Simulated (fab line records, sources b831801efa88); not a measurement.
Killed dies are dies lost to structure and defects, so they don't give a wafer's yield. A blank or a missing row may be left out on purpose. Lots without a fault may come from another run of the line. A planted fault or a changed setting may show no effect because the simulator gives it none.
Which tool did it? | flow gf180mcu | 11 lots, 33 wafers sampled, at 6 steps of a route of 602

WHAT THE GAUGES READ, wafer by wafer
GF_STI_THK_MEAS_04. Usual: STI_CVD_03_THK 207.0 nm, standard deviation 1.7.
lot  | measured    | on            | STI_CVD_03_THK (nm) | flag
L872 | day 1 14:04 | film_metro-02 | 207.4 208.8 206.7   |
L876 | day 2 09:34 | film_metro-03 | 205.8 206.5 206.2   |
L877 | day 2 15:26 | film_metro-03 | 209.0 207.9 209.2   |
L878 | day 2 20:43 | film_metro-04 | 206.2 206.9 206.4   |
L881 | day 3 12:59 | film_metro-04 | 208.6 207.9 209.5   |
L882 | day 3 16:44 | film_metro-04 | 206.5 207.2 208.1   |
L884 | day 4 01:34 | film_metro-02 | 211.1 208.4 209.7   |
L889 | day 5 02:34 | film_metro-03 | 207.9 205.3 205.8   |
L891 | day 5 12:34 | film_metro-04 | 207.1 206.7 206.3   |
L894 | day 6 03:34 | film_metro-03 | 204.5 203.7 204.0   |
L895 | day 6 12:10 | film_metro-04 | 206.1 208.1 207.4   |

GF_STI_CD_MEAS_12: target cd 220 nm. Usual: cd_nm 220.0 nm, standard deviation 1.2.
lot  | measured    | on        | cd_nm (nm)        | flag
L872 | day 2 02:15 | cd_sem-01 | 220.0 220.0 219.8 |
L876 | day 2 21:53 | cd_sem-02 | 218.5 218.4 217.9 |
L877 | day 3 03:29 | cd_sem-01 | 222.0 220.3 221.8 |
L878 | day 3 09:17 | cd_sem-01 | 219.3 220.4 218.9 |
L881 | day 4 01:13 | cd_sem-02 | 220.2 219.6 219.0 |
L882 | day 4 05:54 | cd_sem-02 | 221.9 220.9 220.0 |
L884 | day 4 13:44 | cd_sem-01 | 219.2 218.7 219.1 |
L889 | day 5 17:00 | cd_sem-02 | 219.8 220.5 219.1 |
L891 | day 6 02:53 | cd_sem-01 | 220.2 221.1 221.3 |
L894 | day 6 18:06 | cd_sem-02 | 222.0 223.3 220.9 |
L895 | day 7 03:52 | cd_sem-02 | 220.4 220.6 219.3 |

GF_LVPWELL_TW_MEAS_11. Usual: LVPWELL_TW 562, standard deviation 4.4.
lot  | measured    | on            | LVPWELL_TW        | flag
L872 | day 3 22:07 | film_metro-01 | 564 565 563       |
L876 | day 5 01:37 | film_metro-02 | 556 561 560       |
L877 | day 5 05:56 | film_metro-01 | 565 559 561       |
L878 | day 5 09:10 | film_metro-02 | 557 558 559       |
L881 | day 6 02:59 | film_metro-04 | 568 565 568       |
L882 | day 6 06:01 | film_metro-01 | 563 559 559       |
L884 | day 6 13:59 | film_metro-02 | 30 30 30 30 30 30 | OFF
L889 | day 7 20:32 | film_metro-02 | 559 558 556       |
L891 | day 8 08:49 | film_metro-04 | 566 572 569       |
L894 | day 9 01:02 | film_metro-02 | 559 559 559       |
L895 | day 9 16:29 | film_metro-01 | 560 560 562       |

GF_VT_IMPLANT_OVL_MEAS_29. Usual: VT_IMPLANT_02_OVL -0.3 nm, standard deviation 1.6.
lot  | measured     | on         | VT_IMPLANT_02_OVL (nm) | flag
L872 | day 6 22:08  | overlay-02 | 0.8 2.0 0.1            |
L876 | day 8 05:38  | overlay-01 | 1.4 0.6 1.2            |
L877 | day 8 11:47  | overlay-02 | 0.0 -0.4 -1.4          |
L878 | day 8 15:14  | overlay-01 | -2.5 -3.0 -2.5         |
L881 | day 9 12:33  | overlay-02 | -0.4 1.7 0.5           |
L882 | day 9 16:20  | overlay-02 | 2.8 4.3 0.2            |
L889 | day 11 12:44 | overlay-01 | -2.7 -2.0 -1.3         |
L891 | day 12 03:59 | overlay-01 | -3.7 -5.1 -1.7         |
L894 | day 12 21:02 | overlay-01 | -4.0 -2.1 -3.2         |
L895 | day 13 15:32 | overlay-01 | -2.1 -2.3 -0.6         |

WHICH TOOL RAN EACH LOT (tool, then ch and the chambers of the sampled wafers, then the start)
lot  | GF_NWELL_STRIP_10                   | GF_LVPWELL_STRIP_10
L872 | plasma_asher-03 ch 0,1, day 3 08:35 | plasma_asher-04 ch 0,1, day 3 22:01
L876 | plasma_asher-03 ch 0,1, day 4 11:25 | plasma_asher-04 ch 0,1, day 5 01:31
L877 | plasma_asher-03 ch 0,1, day 4 15:29 | plasma_asher-04 ch 0,1, day 5 05:50
L878 | plasma_asher-01 ch 0,1, day 4 19:02 | plasma_asher-02 ch 0,1, day 5 09:04
L881 | plasma_asher-02 ch 0,1, day 5 12:31 | plasma_asher-04 ch 0,1, day 6 02:53
L882 | plasma_asher-03 ch 0,1, day 5 15:37 | plasma_asher-02 ch 0,1, day 6 05:54
L884 | plasma_asher-03 ch 0,1, day 5 23:07 | plasma_asher-01 ch 1, day 6 13:53
L889 | plasma_asher-02 ch 0,1, day 7 04:13 | plasma_asher-02 ch 0,1, day 7 20:26
L891 | plasma_asher-02 ch 0,1, day 7 16:07 | plasma_asher-04 ch 0,1, day 8 08:43
L894 | plasma_asher-03 ch 0,1, day 8 07:28 | plasma_asher-01 ch 0, day 9 00:56
L895 | plasma_asher-01 ch 0,1, day 8 22:07 | plasma_asher-01 ch 0,1, day 9 16:25
- GF_NWELL_STRIP_10: strips in O2/N2.
- GF_LVPWELL_STRIP_10: strips in O2/N2.

WHAT THE TOOLS THEMSELVES READ (means of the sampled wafers that have a number; where no wafer has one, the mark that the record gives instead)
GF_NWELL_STRIP_10. Usual: drypump_motor_current_A 6.0 A, standard deviation 0.36; heater_power_w 339 W, standard deviation 18; oes_product_au 0.722 a.u., standard deviation 0.0045; platen_temp_c 250.00 C, standard deviation 0.19; strip_time_to_endpoint_s 36.98 s, standard deviation 0.11.
lot  | tool            | drypump_motor_current_A (A) | heater_power_w (W) | oes_product_au (a.u.) | platen_temp_c (C) | strip_time_to_endpoint_s (s) | flag
L872 | plasma_asher-03 | 6.0                         | 334                | 0.717                 | 249.83            | 37.01                        |
L876 | plasma_asher-03 | 6.0                         | 334                | 0.722                 | 250.04            | 37.00                        |
L877 | plasma_asher-03 | 6.0                         | 334                | 0.721                 | 250.08            | 36.83                        |
L878 | plasma_asher-01 | 6.0                         | 340                | 0.722                 | 249.97            | 36.96                        |
L881 | plasma_asher-02 | 5.9                         | 342                | 0.722                 | 249.80            | 36.96                        |
L882 | plasma_asher-03 | 6.0                         | 333                | 0.722                 | 249.88            | 36.93                        |
L884 | plasma_asher-03 | 6.0                         | 336                | 0.938                 | 249.94            | -                            | OFF
L889 | plasma_asher-02 | 5.9                         | 346                | 0.727                 | 249.97            | 36.94                        |
L891 | plasma_asher-02 | 5.6                         | 358                | 0.721                 | 249.82            | 37.25                        |
L894 | plasma_asher-03 | 6.2                         | 335                | 0.724                 | 249.90            | 37.08                        |
L895 | plasma_asher-01 | 6.0                         | 329                | 0.727                 | 249.85            | 36.94                        |

GF_LVPWELL_STRIP_10. Usual: drypump_motor_current_A 5.8 A, standard deviation 0.34; heater_power_w 342 W, standard deviation 21; oes_product_au 0.722 a.u., standard deviation 0.0042; platen_temp_c 250.00 C, standard deviation 0.18; strip_time_to_endpoint_s 37.00 s, standard deviation 0.11.
lot  | tool            | drypump_motor_current_A (A) | heater_power_w (W) | oes_product_au (a.u.) | platen_temp_c (C) | strip_time_to_endpoint_s (s) | flag
L872 | plasma_asher-04 | 5.6                         | 333                | 0.721                 | 250.03            | 37.04                        |
L876 | plasma_asher-04 | 5.8                         | 340                | 0.726                 | 250.17            | 36.97                        |
L877 | plasma_asher-04 | 5.8                         | 350                | 0.720                 | 250.01            | 36.98                        |
L878 | plasma_asher-02 | 5.6                         | 355                | 0.721                 | 249.94            | 37.04                        |
L881 | plasma_asher-04 | 5.8                         | 350                | 0.724                 | 249.68            | 37.10                        |
L882 | plasma_asher-02 | 5.6                         | 359                | 0.722                 | 250.14            | 37.08                        |
L884 | plasma_asher-01 | 6.0                         | 346                | 0.732                 | 249.90            | 57.73                        | OFF
L889 | plasma_asher-02 | 5.6                         | 356                | 0.718                 | 249.98            | 36.97                        |
L891 | plasma_asher-04 | 5.6                         | 337                | 0.722                 | 249.91            | 37.05                        |
L894 | plasma_asher-01 | 6.0                         | 317                | 0.722                 | 250.03            | 37.06                        |
L895 | plasma_asher-01 | 6.0                         | 331                | 0.717                 | 250.22            | 36.75                        |

THE ANSWER, worked out from the rows above alone
Rule: a lot is off if the mean of its wafers that have a number lies more than 3 standard deviations from the usual mean. A lot without any number at a reading at which 4 lots or more have one is off too. The other lots that the step has rows for count as sound. The gauges are gone through in route order, then the tools' own readings, and for those a lot's mean is taken as printed above. The first step at which some lot is off is used, and at that step the reading that is off furthest; a lot without a number counts as furthest.
Off: L884, at GF_LVPWELL_TW_MEAS_11 (LVPWELL_TW).
A tool fits if, at a process step before that reading, it ran every lot that is off, and no sound lot after the first of them. The gauges at GF_LVPWELL_TW_MEAS_11 aren't tried: what is off there is off at GF_NWELL_STRIP_10 too, on other tools, and a gauge's error can't cause that. None of those tried fits.

WHAT THE SIMULATOR HAD PUT IN
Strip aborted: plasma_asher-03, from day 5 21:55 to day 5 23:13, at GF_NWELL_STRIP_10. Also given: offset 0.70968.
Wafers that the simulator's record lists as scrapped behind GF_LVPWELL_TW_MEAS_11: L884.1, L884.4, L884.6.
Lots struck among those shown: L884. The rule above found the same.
